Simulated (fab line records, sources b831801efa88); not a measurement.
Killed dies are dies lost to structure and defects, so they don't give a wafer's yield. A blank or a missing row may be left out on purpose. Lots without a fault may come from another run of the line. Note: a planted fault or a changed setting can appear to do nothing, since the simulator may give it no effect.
Matching of chambers | flow gf180mcu | 4 sister chambers for GF_STI_CMP_25 on cmp-02
The step polishes, stops on Si3N4, t overpolish 33 s, target thk 524.6 nm. 8 wafers are shown with their chamber, then 7 later ones without.

## WAFERS, EACH WITH ITS CHAMBER
wafer  | chamber | motor_current_A (A) | time_to_endpoint_s (s)
L550.2 | 2       | 9.7                 | 133
L550.6 | 0       | 12.6                | 132
L552.6 | 0       | 12.1                | 130
L563.3 | 2       | 10.1                | 114
L563.4 | 3       | 12.2                | 120
L563.5 | 1       | 12.1                | 115
L565.2 | 1       | 11.6                | 119
L565.4 | 3       | 12.5                | 119

## WAFERS WITH NO CHAMBER GIVEN
wafer  | motor_current_A (A) | time_to_endpoint_s (s)
L565.6 | 10.4                | 118
L567.1 | 11.8                | 115
L567.3 | 11.5                | 119
L567.4 | 10.0                | 116
L568.1 | 11.3                | 118
L568.2 | 10.3                | 117
L568.6 | 12.5                | 121

## WHICH CHAMBER EACH ONE RAN IN
wafer  | from the rows above          | in truth
L565.6 | 2                            | 2
L567.1 | can't be placed: 1 or 3      | 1
L567.3 | can't be placed: 1 or 3      | 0
L567.4 | 2                            | 2
L568.1 | can't be placed: 1 or 3      | 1
L568.2 | 2                            | 2
L568.6 | can't be placed: 3 or 0 or 1 | 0
Placed correctly: 3 of 7. Can't be placed from these rows: 4 (the true chamber is among the candidates in 3). 0 placed wrongly.
How it was worked out, from the rows above alone: a wafer's distance from a chamber is the root of the sum, over the readings, of the square of ((its reading less the chamber's mean) divided by the reading's scatter). The wafer belongs to the nearest chamber; if the next one is less than 2 further off, it can't be placed. For every chamber, the mean is computed from those of its wafers that are shown. The scatter: the root of (the sum of the squares of (reading less its chamber's mean) over the shown wafers, divided by (wafers less chambers)).
